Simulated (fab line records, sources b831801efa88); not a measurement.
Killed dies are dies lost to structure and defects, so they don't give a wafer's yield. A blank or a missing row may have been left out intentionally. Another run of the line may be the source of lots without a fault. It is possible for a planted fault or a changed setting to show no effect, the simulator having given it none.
fab line records	flow sky130
record: lots: 11	wafers: 33	last-day: 50
route steps=708 shown METAL5@662 PAD_OPEN@708
lots that met no fault: taken from a fault-free run of the same line
start-h: hours from the record's opening day to when the first of the lot's shown wafers began	wait-h: hours since the lot's step before	" identical to the entry in the row above	L1.1+2: a single row standing in for several wafers	- no value, or no start given	* or withheld: withheld	< > ~ a bound
route shown NAME@n: a module of which the file shows steps, and the number in the route of the first	usual: mean and standard deviation over wafers with no fault	same: alike in all rows	chamber/n: place in a boat	sites: each site's reading	_std_site: their standard deviation	_edge_site: outer sites' mean less inner sites'	radius-mm: how far each site lies from the wafer's centre	mask NAME#n: copy n	behind: the last tool/chamber to shape the wafer	hold: the reason the lot was held/the length of the hold in hours/how it ended	device: the n, p or np transistor that did not switch	end of line: the route-end tests of the same wafers	step lacking rows: just its recipe	killed: the dies lost at the first sort to structure and to defects; this is not the yield of the wafer	map: dies across one wafer; x = killed, . = not, _ = none there
set.NAME: the setting the step ran with; set.NAME@STEP: the setting that earlier step ran with	model.NAME: the simulator's own value behind a step, which no gauge read
steps of the route over a sample of lots; a table a step, a row a wafer
services: a tool's chamber out of use, with start hour (start-h, from the record's first day; less than 0 if before it), hours out, and reason
== steps ==
step: SKY_METAL5_SPUTTER_01
recipe: material: TiN	target-thk-nm: 20	power-w: 6500	time-s: 16.7	chamber-pressure-pa: 0.4
usual: throttle-valve-pct: 30.3/0.75
lot.wafer	tool	chamber	start-h	wait-h	throttle-valve-pct
L459.3	pvd-sputter-03	-	1019.84	0.0	31.8
L459.4	"	-	"	"	31.8
L459.5	"	-	"	"	29.2
L462.1	pvd-sputter-04	-	1035.50	0.0	29.6
L462.3	"	-	"	"	30.4
L462.4	"	-	"	"	29.8
L463.2	pvd-sputter-04	-	1041.06	0.0	30.5
L463.4	"	-	"	"	30.1
L463.6	"	-	"	"	30.6
L464.4	pvd-sputter-03	-	1045.87	0.0	31.9
L464.5	"	-	"	"	32.1
L464.6	"	-	"	"	28.9
L465.2	pvd-sputter-04	-	1053.94	0.0	29.4
L465.3	"	-	"	"	29.5
L465.6	"	-	"	"	29.6
L470.2	pvd-sputter-04	-	1085.63	0.0	29.6
L470.3	"	-	"	"	30.3
L470.6	"	-	"	"	29.6
L469.2	pvd-sputter-04	-	1086.23	0.0	29.8
L469.5	"	-	"	"	30.1
L469.6	"	-	"	"	29.8
L472.4	pvd-sputter-04	-	1096.69	0.0	29.3
L472.5	"	-	"	"	30.2
L472.6	"	-	"	"	29.6
L475.2	pvd-sputter-02	-	1114.78	0.0	30.6
L475.4	"	-	"	"	30.9
L475.5	"	-	"	"	30.4
L480.2	pvd-sputter-02	-	1137.17	0.0	31.3
L480.3	"	-	"	"	30.5
L480.4	"	-	"	"	30.6
L481.2	pvd-sputter-02	-	1143.18	0.0	30.8
L481.3	"	-	"	"	30.3
L481.4	"	-	"	"	30.4
step: SKY_METAL5_SPUTTER_04
recipe: material: TiN	target-thk-nm: 70	power-w: 6500	time-s: 58.3	chamber-pressure-pa: 0.4
usual: throttle-valve-pct: 30.3/0.73
lot.wafer	tool	chamber	start-h	wait-h	throttle-valve-pct
L459.3	pvd-sputter-03	-	1019.93	0.0	32.0
L459.4	"	-	"	"	31.6
L459.5	"	-	"	"	29.1
L462.1	pvd-sputter-04	-	1035.60	0.0	29.5
L462.3	"	-	"	"	30.0
L462.4	"	-	"	"	29.7
L463.2	pvd-sputter-04	-	1041.25	0.0	30.5
L463.4	"	-	"	"	30.2
L463.6	"	-	"	"	30.9
L464.4	pvd-sputter-03	-	1045.97	0.0	31.9
L464.5	"	-	"	"	32.2
L464.6	"	-	"	"	29.0
L465.2	pvd-sputter-04	-	1054.03	0.0	29.6
L465.3	"	-	"	"	29.7
L465.6	"	-	"	"	29.7
L470.2	pvd-sputter-04	-	1085.72	0.0	29.9
L470.3	"	-	"	"	30.0
L470.6	"	-	"	"	29.8
L469.2	pvd-sputter-04	-	1086.32	0.0	29.9
L469.5	"	-	"	"	30.1
L469.6	"	-	"	"	29.6
L472.4	pvd-sputter-04	-	1096.78	0.0	29.7
L472.5	"	-	"	"	30.1
L472.6	"	-	"	"	29.6
L475.2	pvd-sputter-02	-	1114.88	0.0	30.2
L475.4	"	-	"	"	31.0
L475.5	"	-	"	"	30.1
L480.2	pvd-sputter-02	-	1137.27	0.0	31.1
L480.3	"	-	"	"	30.2
L480.4	"	-	"	"	30.4
L481.2	pvd-sputter-02	-	1143.27	0.0	31.0
L481.3	"	-	"	"	30.6
L481.4	"	-	"	"	30.1
step: SKY_METAL5_RS_MEAS_05
recipe: thk-meas-gauge: four-point-probe	reads: TiN_of_METAL5_SPUTTER_04+Ti_of_METAL5_SPUTTER_03+AlCu_of_METAL5_SPUTTER_02+TiN_of_METAL5_SPUTTER_01+Ti_of_METAL5_SPUTTER_00
usual: METAL5_ALCU_RS: 0.02699/0.00027
lot.wafer	tool	chamber	start-h	wait-h	METAL5_ALCU_RS[ohm/sq]
L459.3	film-metro-04	-	1020.02	0.1	0.02673
L459.4	"	-	"	"	0.02685
L459.5	"	-	"	"	0.02678
L462.1	film-metro-04	-	1035.64	0.0	0.02639
L462.3	"	-	"	"	0.02655
L462.4	"	-	"	"	0.02658
L463.2	film-metro-01	-	1041.37	0.1	0.02716
L463.4	"	-	"	"	0.02717
L463.6	"	-	"	"	0.02724
L464.4	film-metro-02	-	1046.07	0.1	0.02739
L464.5	"	-	"	"	0.02729
L464.6	"	-	"	"	0.02734
L465.2	film-metro-02	-	1054.10	0.0	0.02698
L465.3	"	-	"	"	0.02698
L465.6	"	-	"	"	0.02731
L470.2	film-metro-01	-	1085.79	0.0	0.02718
L470.3	"	-	"	"	0.0274
L470.6	"	-	"	"	0.02691
L469.2	film-metro-02	-	1086.39	0.0	0.02683
L469.5	"	-	"	"	0.02686
L469.6	"	-	"	"	0.02694
L472.4	film-metro-04	-	1096.89	0.1	0.02686
L472.5	"	-	"	"	0.0271
L472.6	"	-	"	"	0.02693
L475.2	film-metro-04	-	1114.95	0.0	0.02726
L475.4	"	-	"	"	0.02722
L475.5	"	-	"	"	0.02736
L480.2	film-metro-01	-	1137.40	0.1	0.02683
L480.3	"	-	"	"	0.02718
L480.4	"	-	"	"	0.02699
L481.2	film-metro-02	-	1143.34	0.0	0.02667
L481.3	"	-	"	"	0.02662
L481.4	"	-	"	"	0.02719
step: SKY_METAL5_THK_MEAS_06
recipe: thk-meas-gauge: xrf	reads: AlCu_of_METAL5_SPUTTER_02
usual: METAL5_ALCU_THK: 1166/13
lot.wafer	tool	chamber	start-h	wait-h	hold	METAL5_ALCU_THK[nm]
L459.3	film-metro-04	-	1020.12	0.1	-	1175
L459.4	"	-	"	"	-	1159
L459.5	"	-	"	"	-	1170
L462.1	film-metro-04	-	1035.76	0.1	-	1185
L462.3	"	-	"	"	-	1181
L462.4	"	-	"	"	-	1181
L463.2	film-metro-01	-	1041.48	0.1	-	1159
L463.4	"	-	"	"	-	1154
L463.6	"	-	"	"	-	1159
L464.4	film-metro-02	-	1046.16	0.1	-	1154
L464.5	"	-	"	"	-	1153
L464.6	"	-	"	"	-	1148
L465.2	film-metro-02	-	1054.21	0.1	-	1162
L465.3	"	-	"	"	-	1166
L465.6	"	-	"	"	-	1149
L470.2	film-metro-01	-	1085.90	0.1	-	1149
L470.3	"	-	"	"	-	1155
L470.6	"	-	"	"	-	1168
L469.2	film-metro-02	-	1086.50	0.1	-	1167
L469.5	"	-	"	"	-	1164
L469.6	"	-	"	"	-	1160
L472.4	film-metro-04	-	1096.98	0.1	await-dispo/0.2h/release	1218
L472.5	"	-	"	"	await-dispo/0.2h/release	1151
L472.6	"	-	"	"	await-dispo/0.2h/release	1163
L472.4	film-metro-04	-	1097.32	0.3	-	1218
L472.5	"	-	"	"	-	1154
L472.6	"	-	"	"	-	1163
L475.2	film-metro-04	-	1115.06	0.1	-	1168
L475.4	"	-	"	"	-	1162
L475.5	"	-	"	"	-	1154
L480.2	film-metro-01	-	1137.51	0.1	-	1183
L480.3	"	-	"	"	-	1165
L480.4	"	-	"	"	-	1173
L481.2	film-metro-02	-	1143.45	0.1	-	1184
L481.3	"	-	"	"	-	1184
L481.4	"	-	"	"	-	1155
step: SKY_METAL5_DESCUM_14
recipe: chemistry: O2	source-power-w: 150	bias-power-w: 0	pressure-mtorr: 10	temp-c: 40	time-s: 11
usual: drypump-motor-current-A: 5.6/0.53	oes-product-au: 0.998/0.0073
lot.wafer	tool	chamber	start-h	wait-h	drypump-motor-current-A	oes-product-au	rf-hours-counter-h
L459.3	rie-metal-01	0	1041.98	0.1	6.1	1.013	-
L459.4	"	1	"	"	5.1	0.998	-
L459.5	"	0	"	"	6.2	0.997	-
L462.1	rie-metal-04	1	1057.05	0.1	5.5	1.015	9
L462.3	"	0	"	"	6.4	0.993	-
L462.4	"	1	"	"	5.5	1.009	-
L463.2	rie-metal-04	1	1063.15	0.1	5.5	1.000	10
L463.4	"	1	"	"	5.5	1.006	-
L463.6	"	0	"	"	6.4	0.993	-
L464.4	rie-metal-01	0	1067.86	0.1	6.2	1.005	-
L464.5	"	0	"	"	6.2	1.012	-
L464.6	"	1	"	"	5.1	1.000	-
L465.2	rie-metal-03	1	1075.65	0.1	5.5	0.997	11
L465.3	"	1	"	"	5.5	0.989	-
L465.6	"	1	"	"	5.5	0.998	-
L470.2	rie-metal-01	1	1105.80	0.1	5.1	1.002	22
L470.3	"	1	"	"	5.1	1.002	-
L470.6	"	0	"	"	6.2	1.009	-
L469.2	rie-metal-04	0	1106.72	0.1	6.4	0.986	6
L469.5	"	0	"	"	6.4	0.990	-
L469.6	"	1	"	"	5.5	0.996	-
L472.4	rie-metal-03	1	1117.06	0.1	5.5	0.995	-
L472.5	"	1	"	"	5.5	1.009	-
L472.6	"	0	"	"	4.9	0.999	-
L475.2	rie-metal-03	0	1134.62	0.1	4.9	1.003	27
L475.4	"	0	"	"	4.9	0.989	-
L475.5	"	0	"	"	4.9	1.002	-
L480.2	rie-metal-04	1	1155.97	0.1	5.5	0.990	17
L480.3	"	1	"	"	5.5	0.992	-
L480.4	"	0	"	"	6.3	0.991	-
L481.2	rie-metal-01	0	1160.77	0.1	6.2	1.003	12
L481.3	"	0	"	"	6.2	0.998	-
L481.4	"	1	"	"	5.1	0.995	-
step: SKY_PAD_OPEN_PROBE_99
usual: defect-limited-yield: 82.4/2	killed_at_M0_to_M3: 44/6.8	killed_at_M4_up: 3.4/2	killed-at-contacts: 24/5.2	killed-at-front-end: 15/5.2	killed-at-other: 0.2/0.46	killed-dies: 87/9.8	killed-open: 47/7.5	killed-short: 39/6.8	sort_bin_3_pad_short: 0.8/0.37	sort_bin_5_function: 10.5/1.5	sort_bin_6_memory: 6.3/1.2	sort-n-pass: 405/9.8	sort-yield-pct: 82.4/2
same: gross-dies: 492	killed-at-back-side: 0	sort_bin_4_leakage[%]: 0	sort_bin_8_speed[%]: 0
lot.wafer	tool	chamber	start-h	wait-h	defect-limited-yield[%]	killed_at_M0_to_M3	killed_at_M4_up	killed-at-contacts	killed-at-front-end	killed-at-other	killed-dies	killed-open	killed-short	sort_bin_3_pad_short[%]	sort_bin_5_function[%]	sort_bin_6_memory[%]	sort-n-pass	sort-yield-pct[%]
L459.3	prober-01	-	1088.00	0.2	80.9	52	2	27	13	0	94	55	39	1.0	11.4	6.7	398	80.9
L459.4	prober-01	-	1088.05	0.2	78.3	55	6	18	28	0	107	55	52	0.4	13.8	7.5	385	78.3
L459.5	prober-01	-	1088.10	0.2	77.4	58	4	30	19	0	111	59	52	1.2	13.8	7.5	381	77.4
L462.1	prober-02	-	1103.16	0.1	81.3	54	2	26	10	0	92	58	34	0.6	9.8	8.3	400	81.3
L462.3	prober-02	-	1103.26	0.2	81.9	54	5	19	11	0	89	54	35	0.8	9.3	7.9	403	81.9
L462.4	prober-02	-	1103.31	0.2	79.1	47	8	34	13	1	103	48	55	1.0	12.4	7.5	389	79.1
L463.2	prober-01	-	1107.27	0.1	78.0	55	4	32	16	1	108	57	51	1.2	10.6	10.2	384	78.0
L463.4	prober-01	-	1107.37	0.2	83.9	39	5	24	11	0	79	46	33	1.6	9.3	5.1	413	83.9
L463.6	prober-01	-	1107.47	0.2	81.1	41	2	26	24	0	93	48	45	0.4	12.2	6.3	399	81.1
L464.4	prober-02	-	1113.49	0.2	85.8	30	2	27	11	0	70	36	34	0.4	8.3	5.5	422	85.8
L464.5	prober-02	-	1113.54	0.2	83.3	39	5	23	15	0	82	40	42	0.6	11.2	4.9	410	83.3
L464.6	prober-02	-	1113.59	0.2	81.1	47	8	19	19	0	93	52	41	1.6	11.6	5.7	399	81.1
L465.2	prober-01	-	1119.77	0.1	79.7	40	5	31	23	1	100	52	48	0.8	12.2	7.3	392	79.7
L465.3	prober-01	-	1119.82	0.2	79.7	48	4	27	21	0	100	53	47	0.8	13.4	6.1	392	79.7
L465.6	prober-01	-	1119.97	0.2	81.1	49	1	14	29	0	93	58	35	0.4	11.4	7.1	399	81.1
L470.2	prober-01	-	1146.75	0.1	81.7	38	5	25	22	0	90	51	39	0.2	11.8	6.3	402	81.7
L470.3	prober-01	-	1146.80	0.2	83.5	44	5	19	13	0	81	39	42	1.6	10.6	4.3	411	83.5
L470.6	prober-01	-	1146.95	0.2	82.9	39	1	24	20	0	84	48	36	1.2	10.6	5.3	408	82.9
L469.2	prober-02	-	1148.02	0.1	81.1	46	3	25	18	1	93	54	39	1.2	10.8	6.9	399	81.1
L469.5	prober-02	-	1148.17	0.2	80.7	50	3	24	17	1	95	57	38	0.4	12.4	6.5	397	80.7
L469.6	prober-02	-	1148.22	0.2	80.7	48	5	23	19	0	95	62	33	0.4	11.8	7.1	397	80.7
L472.4	prober-02	-	1158.25	0.2	81.3	44	1	22	25	0	92	55	37	0.6	11.8	6.3	400	81.3
L472.5	prober-02	-	1158.30	0.2	80.7	51	0	28	15	1	95	53	42	1.0	11.4	6.9	397	80.7
L472.6	prober-02	-	1158.35	0.2	86.2	33	4	17	13	1	68	38	30	0.8	8.7	4.3	424	86.2
L475.2	prober-01	-	1172.97	0.1	80.7	39	4	34	18	0	95	57	38	0.8	12.2	6.3	397	80.7
L475.4	prober-01	-	1173.07	0.2	85.6	32	5	21	13	0	71	44	27	0.6	8.9	4.9	421	85.6
L475.5	prober-01	-	1173.12	0.2	81.7	50	4	22	14	0	90	45	45	0.8	10.0	7.5	402	81.7
L480.2	prober-02	-	1192.25	0.1	82.3	44	2	27	14	0	87	48	39	1.6	8.7	7.3	405	82.3
L480.3	prober-02	-	1192.30	0.2	82.9	44	2	26	12	0	84	42	42	1.4	8.3	7.3	408	82.9
L480.4	prober-02	-	1192.35	0.2	78.0	53	2	34	19	0	108	52	56	0.2	13.6	8.1	384	78.0
L481.2	prober-01	-	1196.54	0.1	80.7	48	4	30	13	0	95	49	46	0.8	12.0	6.5	397	80.7
L481.3	prober-01	-	1196.59	0.2	81.1	53	3	23	14	0	93	57	36	0.2	12.0	6.7	399	81.1
L481.4	prober-01	-	1196.64	0.2	80.7	52	7	22	12	2	95	51	44	0.6	10.4	8.3	397	80.7
killed by level:class
L459.3 VIA1:geometric-particle:open=16 CONTACT:geometric-particle:open=10 METAL1:geometric-particle:short=8 METAL2:geometric-particle:short=6 VIA2:geometric-particle:open=6 FIELD_ISO:geometric-particle:open=5 CONTACT:geometric-particle:short=5 VIA3:geometric-particle:open=5
L459.4 VIA1:geometric-particle:open=12 FIELD_ISO:geometric-particle:open=9 VIA3:geometric-particle:open=9 VIA2:geometric-particle:open=8 FIELD_ISO:geometric-particle:short=7 POLY_GATE:geometric-particle:short=6 METAL4:geometric-particle:short=6 METAL2:geometric-particle:short=6
L459.5 LI_CONTACT:geometric-particle:open=10 VIA3:geometric-particle:open=10 CONTACT:geometric-particle:open=9 VIA1:geometric-particle:open=8 METAL1:geometric-particle:short=8 METAL2:geometric-particle:short=8 LOCAL_INTERCONNECT:geometric-particle:short=6 VIA1:geometric-particle:short=6
L462.1 VIA1:geometric-particle:open=20 LI_CONTACT:geometric-particle:open=10 CONTACT:geometric-particle:open=7 VIA1:geometric-particle:short=6 VIA2:geometric-particle:short=5 METAL2:geometric-particle:short=5 LOCAL_INTERCONNECT:geometric-particle:open=4 METAL1:geometric-particle:short=4
L462.3 VIA1:geometric-particle:open=11 VIA3:geometric-particle:open=10 CONTACT:geometric-particle:open=8 METAL1:geometric-particle:short=6 VIA2:geometric-particle:open=6 LI_CONTACT:geometric-particle:open=5 METAL1:geometric-particle:open=4 VIA1:geometric-particle:short=4
L462.4 CONTACT:geometric-particle:open=12 VIA1:geometric-particle:short=11 LI_CONTACT:geometric-particle:open=9 LI_CONTACT:geometric-particle:short=8 VIA1:geometric-particle:open=7 VIA2:geometric-particle:open=7 METAL1:geometric-particle:short=6 FIELD_ISO:geometric-particle:short=5
L463.2 VIA1:geometric-particle:open=11 CONTACT:geometric-particle:open=10 VIA1:geometric-particle:short=10 LI_CONTACT:geometric-particle:open=8 VIA3:geometric-particle:open=7 VIA2:geometric-particle:short=6 LOCAL_INTERCONNECT:geometric-particle:short=5 CONTACT:geometric-particle:short=5
L463.4 VIA1:geometric-particle:open=10 LI_CONTACT:geometric-particle:open=10 VIA3:geometric-particle:open=8 CONTACT:geometric-particle:open=8 VIA1:geometric-particle:short=6 METAL1:geometric-particle:short=5 FIELD_ISO:geometric-particle:open=4 POLY_GATE:geometric-particle:short=3
L463.6 POLY_GATE:geometric-particle:open=7 LI_CONTACT:geometric-particle:open=7 METAL2:geometric-particle:short=7 CONTACT:geometric-particle:short=6 VIA1:geometric-particle:open=6 VIA2:geometric-particle:open=6 FIELD_ISO:geometric-particle:open=5 LOCAL_INTERCONNECT:geometric-particle:short=5
L464.4 CONTACT:geometric-particle:open=9 LI_CONTACT:geometric-particle:open=8 FIELD_ISO:geometric-particle:short=7 VIA3:geometric-particle:open=6 VIA2:geometric-particle:short=5 LI_CONTACT:geometric-particle:short=4 LOCAL_INTERCONNECT:geometric-particle:short=4 METAL1:geometric-particle:short=4
L464.5 VIA1:geometric-particle:open=12 CONTACT:geometric-particle:open=8 CONTACT:geometric-particle:short=7 METAL2:geometric-particle:short=7 FIELD_ISO:geometric-particle:short=5 FIELD_ISO:geometric-particle:open=5 LOCAL_INTERCONNECT:geometric-particle:short=4 VIA2:geometric-particle:open=4
L464.6 VIA3:geometric-particle:open=10 CONTACT:geometric-particle:open=9 FIELD_ISO:geometric-particle:short=8 VIA1:geometric-particle:open=8 METAL1:geometric-particle:short=6 FIELD_ISO:geometric-particle:open=5 LI_CONTACT:geometric-particle:open=5 METAL4:geometric-particle:short=5
L465.2 CONTACT:geometric-particle:open=14 VIA1:geometric-particle:open=14 FIELD_ISO:geometric-particle:open=6 LI_CONTACT:geometric-particle:short=6 FIELD_ISO:geometric-particle:short=5 LOCAL_INTERCONNECT:geometric-particle:short=5 VIA1:geometric-particle:short=5 LI_CONTACT:geometric-particle:open=4
L465.3 CONTACT:geometric-particle:open=11 VIA3:geometric-particle:short=9 LI_CONTACT:geometric-particle:open=8 VIA3:geometric-particle:open=8 METAL2:geometric-particle:short=7 FIELD_ISO:geometric-particle:short=6 VIA1:geometric-particle:open=6 FIELD_ISO:geometric-particle:open=5
L465.6 VIA1:geometric-particle:open=15 VIA3:geometric-particle:open=9 FIELD_ISO:geometric-particle:open=7 LI_CONTACT:geometric-particle:open=6 METAL2:geometric-particle:short=5 VIA3:geometric-particle:short=5 FIELD_ISO:geometric-particle:short=4 POLY_GATE:geometric-particle:open=4
L470.2 CONTACT:geometric-particle:open=13 FIELD_ISO:geometric-particle:open=7 VIA1:geometric-particle:open=7 VIA3:geometric-particle:open=6 LI_CONTACT:geometric-particle:open=6 METAL2:geometric-particle:short=6 FIELD_ISO:geometric-particle:short=5 POLY_GATE:geometric-particle:short=5
L470.3 VIA1:geometric-particle:open=14 VIA2:geometric-particle:open=6 VIA1:geometric-particle:short=6 CONTACT:geometric-particle:open=6 LI_CONTACT:geometric-particle:open=5 METAL2:geometric-particle:short=5 METAL4:geometric-particle:short=5 FIELD_ISO:geometric-particle:short=4
L470.6 LI_CONTACT:geometric-particle:open=9 VIA1:geometric-particle:open=9 VIA3:geometric-particle:open=7 VIA1:geometric-particle:short=6 POLY_GATE:geometric-particle:open=5 VIA2:geometric-particle:open=5 CONTACT:geometric-particle:open=5 FIELD_ISO:geometric-particle:short=4
L469.2 CONTACT:geometric-particle:open=11 LI_CONTACT:geometric-particle:open=10 VIA1:geometric-particle:open=9 METAL1:geometric-particle:short=8 VIA2:geometric-particle:open=7 VIA2:geometric-particle:short=6 FIELD_ISO:geometric-particle:short=5 POLY_GATE:geometric-particle:open=5
L469.5 VIA2:geometric-particle:open=14 CONTACT:geometric-particle:open=9 VIA1:geometric-particle:open=7 LI_CONTACT:geometric-particle:open=6 VIA3:geometric-particle:open=6 VIA2:geometric-particle:short=5 POLY_GATE:geometric-particle:short=4 LI_CONTACT:geometric-particle:short=4
L469.6 VIA1:geometric-particle:open=15 VIA2:geometric-particle:open=9 CONTACT:geometric-particle:open=8 FIELD_ISO:geometric-particle:short=5 LI_CONTACT:geometric-particle:open=5 METAL1:geometric-particle:open=5 SPACER:geometric-particle:open=4 LOCAL_INTERCONNECT:geometric-particle:short=4
L472.4 VIA2:geometric-particle:open=11 CONTACT:geometric-particle:open=10 VIA3:geometric-particle:open=8 FIELD_ISO:geometric-particle:short=7 FIELD_ISO:geometric-particle:open=6 POLY_GATE:geometric-particle:open=6 CONTACT:geometric-particle:short=5 METAL1:geometric-particle:short=5
L472.5 CONTACT:geometric-particle:open=15 VIA1:geometric-particle:open=10 METAL1:geometric-particle:short=9 VIA2:geometric-particle:open=7 LOCAL_INTERCONNECT:geometric-particle:short=6 VIA3:geometric-particle:open=5 FIELD_ISO:geometric-particle:short=4 LI_CONTACT:geometric-particle:open=4
L472.6 CONTACT:geometric-particle:open=7 FIELD_ISO:geometric-particle:open=6 VIA2:geometric-particle:open=6 VIA1:geometric-particle:open=6 METAL1:geometric-particle:short=5 VIA3:geometric-particle:open=5 VIA1:geometric-particle:short=4 FIELD_ISO:geometric-particle:short=3
L475.2 CONTACT:geometric-particle:open=15 VIA1:geometric-particle:open=13 LI_CONTACT:geometric-particle:open=8 VIA2:geometric-particle:open=8 LOCAL_INTERCONNECT:geometric-particle:short=5 FIELD_ISO:geometric-particle:open=4 POLY_GATE:geometric-particle:short=4 CONTACT:geometric-particle:short=4
L475.4 CONTACT:geometric-particle:open=7 POLY_GATE:geometric-particle:open=6 CONTACT:geometric-particle:short=6 VIA1:geometric-particle:open=6 VIA2:geometric-particle:open=6 LI_CONTACT:geometric-particle:open=5 VIA3:geometric-particle:open=4 METAL1:geometric-particle:short=4
L475.5 VIA1:geometric-particle:open=9 LI_CONTACT:geometric-particle:open=7 METAL1:geometric-particle:short=6 CONTACT:geometric-particle:open=6 POLY_GATE:geometric-particle:short=5 CONTACT:geometric-particle:short=5 VIA2:geometric-particle:open=5 VIA1:geometric-particle:short=4
L480.2 VIA1:geometric-particle:short=11 CONTACT:geometric-particle:open=10 VIA1:geometric-particle:open=9 VIA2:geometric-particle:open=8 LI_CONTACT:geometric-particle:open=7 CONTACT:geometric-particle:short=5 VIA2:geometric-particle:short=5 POLY_GATE:geometric-particle:short=4
L480.3 VIA1:geometric-particle:open=14 CONTACT:geometric-particle:open=8 CONTACT:geometric-particle:short=7 LI_CONTACT:geometric-particle:open=6 METAL2:geometric-particle:short=5 VIA3:geometric-particle:open=5 FIELD_ISO:geometric-particle:short=4 VIA2:geometric-particle:open=4
L480.4 METAL1:geometric-particle:short=15 VIA1:geometric-particle:open=12 CONTACT:geometric-particle:open=12 LI_CONTACT:geometric-particle:open=11 CONTACT:geometric-particle:short=8 VIA1:geometric-particle:short=6 FIELD_ISO:geometric-particle:short=5 POLY_GATE:geometric-particle:short=5
L481.2 LI_CONTACT:geometric-particle:open=10 VIA1:geometric-particle:open=10 VIA3:geometric-particle:open=7 VIA2:geometric-particle:open=7 CONTACT:geometric-particle:short=6 LOCAL_INTERCONNECT:geometric-particle:short=6 VIA1:geometric-particle:short=5 METAL1:geometric-particle:short=5
L481.3 VIA1:geometric-particle:open=16 VIA3:geometric-particle:open=9 CONTACT:geometric-particle:open=7 LI_CONTACT:geometric-particle:open=6 CONTACT:geometric-particle:short=6 VIA1:geometric-particle:short=5 VIA2:geometric-particle:open=5 METAL3:geometric-particle:short=5
L481.4 VIA1:geometric-particle:open=13 VIA3:geometric-particle:open=11 CONTACT:geometric-particle:open=8 METAL1:geometric-particle:short=7 CONTACT:geometric-particle:short=6 VIA2:geometric-particle:open=5 VIA3:geometric-particle:short=5 VIA1:geometric-particle:short=4
== services ==
tool	chamber	start-h	hours	kind
rie-metal-01	0	997.29	-	clean
rie-metal-01	0	997.29	18.0	scheduled-down
rie-metal-01	0	997.29	18.0	vent-cycle
rie-metal-04	0	1008.58	-	clean
rie-metal-04	0	1008.58	16.9	scheduled-down
rie-metal-04	-	1013.40	0.1	repair
rie-metal-04	1	1019.89	15.9	repair
pvd-sputter-04	-	1020.62	0.9	repair
pvd-sputter-04	1	1041.35	-	consumable-replace:kit
pvd-sputter-04	1	1041.35	18.0	scheduled-down
pvd-sputter-04	1	1041.35	18.0	vent-cycle
pvd-sputter-03	-	1052.32	6.8	repair
pvd-sputter-02	2	1073.81	-	consumable-replace:kit
pvd-sputter-02	2	1073.81	18.0	scheduled-down
pvd-sputter-02	2	1073.81	18.0	vent-cycle
pvd-sputter-03	-	1085.42	2.2	repair
rie-metal-03	-	1096.68	0.3	repair
pvd-sputter-02	1	1114.93	-	consumable-replace:kit
pvd-sputter-02	1	1114.93	18.0	scheduled-down
pvd-sputter-02	1	1114.93	18.0	vent-cycle
pvd-sputter-04	-	1153.48	1.0	repair
pvd-sputter-02	0	1158.14	-	consumable-replace:kit
pvd-sputter-02	0	1158.14	18.0	scheduled-down
pvd-sputter-02	0	1158.14	18.0	vent-cycle
== key ==
first-sign: step: SKY_METAL5_THK_MEAS_06	reading: visit	direction: added
effect: step: SKY_METAL5_THK_MEAS_06	reading: METAL5_ALCU_THK	direction: up	sigmas: 4	usual: 1166	struck: 1218
met-at SKY_METAL5_SPUTTER_04
struck-lots L472
struck-wafers L472.4
not-acting-at SKY_METAL5_SPUTTER_01,SKY_METAL5_RS_MEAS_05,SKY_METAL5_DESCUM_14
onset-between 1086.32 1096.78
fault: kind: process-parameter-drift	tool: pvd-sputter-04	chamber: -	onset-h: 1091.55	steps: SKY_METAL5_SPUTTER_04	channel: target-thk-nm	offset: -17.72	shape: step	end-h: 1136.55	scope: struck-wafers-only	acts-in: these-recipes-only	stated: 70
